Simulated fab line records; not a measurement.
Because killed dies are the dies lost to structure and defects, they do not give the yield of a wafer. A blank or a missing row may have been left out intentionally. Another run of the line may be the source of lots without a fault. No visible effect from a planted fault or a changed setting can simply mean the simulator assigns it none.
Check for tools in common | flow gf180mcu | 14 lots, 48 wafers sampled

WHAT PROMPTED THE OPENING
2 of 14 lots carry a flag on the reading NSD_OVL at GF_NSD_OVL_MEAS_08. No-fault wafers: 1.2 nm, standard deviation 1.2.
Rule: a lot is flagged in two cases, either no wafer of it has a number, or all its wafers with numbers fall more than 4 standard deviations from that mean. All remaining lots are regarded as sound.

lot  | measured     | on         | NSD_OVL (nm), wafer by wafer        | flag
L157 | day 13 11:22 | overlay-01 | 0.9 1.6 1.5                         |
L158 | day 13 15:10 | overlay-01 | 2.6 3.3 -0.2                        |
L159 | day 14 07:37 | overlay-01 | 3.7 4.9 3.8                         |
L160 | day 14 15:07 | overlay-01 | 2.1 0.8 0.7                         |
L161 | day 14 18:46 | overlay-02 | 0.2 1.3 1.2                         |
L162 | day 15 04:01 | overlay-02 | 0.4 0.9 1.2                         |
L163 | day 15 17:13 | overlay-02 | 0.9 2.4 2.2                         |
L165 | day 16 08:41 | overlay-02 | 0.2 0.8 0.8                         |
L167 | day 16 23:01 | overlay-01 | 0.5 -0.2 1.1                        |
L172 | day 18 12:37 | overlay-02 | 305.5 307.0 306.6 305.9 307.2 307.0 | FLAGGED
L173 | day 18 22:49 | overlay-01 | 309.5 308.7 309.6 309.9 309.2 309.5 | FLAGGED
L175 | day 19 13:04 | overlay-02 | 1.6 3.0 1.9                         |
L176 | day 20 02:25 | overlay-02 | 0.9 1.6 1.6                         |
L180 | day 21 07:31 | overlay-02 | 1.1 0.2 0.4                         |
On average the flagged lots read 308.0 nm, which is +306.8 nm against the usual, or +99 or more standard deviations.

LOT BY LOT: THE TOOL USED
The record keeps 1 process step preceding the reading, out of 602 steps on the route. Cell contents, in order: the tool; ch with the chambers the sampled wafers went through; the start.
lot  | flag    | GF_NSD_EXPOSE_04
L157 |         | iline stepper-02 ch 0, day 13 01:09
L158 |         | iline stepper-02 ch 0, day 13 05:11
L159 |         | iline stepper-02 ch 0, day 13 21:02
L160 |         | iline stepper-01 ch 0, day 14 04:47
L161 |         | iline stepper-02 ch 0, day 14 08:11
L162 |         | iline stepper-01 ch 0, day 14 17:29
L163 |         | iline stepper-02 ch 0, day 15 06:13
L165 |         | iline stepper-01 ch 0, day 15 21:47
L167 |         | iline stepper-02 ch 0, day 16 11:26
L172 | FLAGGED | iline stepper-01 ch 0, day 18 00:53
L173 | FLAGGED | iline stepper-01 ch 0, day 18 10:14
L175 |         | iline stepper-02 ch 0, day 19 00:59
L176 |         | iline stepper-02 ch 0, day 19 14:30
L180 |         | iline stepper-02 ch 0, day 20 19:44
These steps, and what they do:
- GF_NSD_EXPOSE_04: exposes mask Nplus, target cd 400 nm.
- GF_NSD_OVL_MEAS_08

FLAGGED AGAINST TOTAL, ONE TOOL AT A TIME (gauges that did the reading follow at the end)
step               | tool             | lots run | flagged | share of the flagged lots | sound lots run after its first flagged lot
GF_NSD_EXPOSE_04   | iline stepper-01 | 5        | 2       | all                       | 0
GF_NSD_EXPOSE_04   | iline stepper-02 | 9        | 0       | none                      | -
GF_NSD_OVL_MEAS_08 | overlay-01       | 6        | 1       | some                      | 0
GF_NSD_OVL_MEAS_08 | overlay-02       | 8        | 1       | some                      | 3 (L175,L176,L180)

WHAT THE TABLE PERMITS
Rows of the table that ran each flagged lot: 1, that is iline stepper-01 at GF_NSD_EXPOSE_04.
- iline stepper-01 at GF_NSD_EXPOSE_04: 2 of its 5 lots flagged. A fault beginning between L165 (day 15 21:47), its last sound lot, and L172 (day 18 00:53), its first flagged one, fits the data.
Just one tool remains: iline stepper-01 at GF_NSD_EXPOSE_04.

WHAT THE SIMULATOR HAD INSERTED
Scanner matching overlay: iline stepper-01, from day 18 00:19 on, at GF_NSD_EXPOSE_04. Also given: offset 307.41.
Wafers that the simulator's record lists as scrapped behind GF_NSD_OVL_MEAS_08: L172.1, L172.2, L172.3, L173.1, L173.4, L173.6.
Shown lots that were struck: L172, L173. Same finding as the rule above.
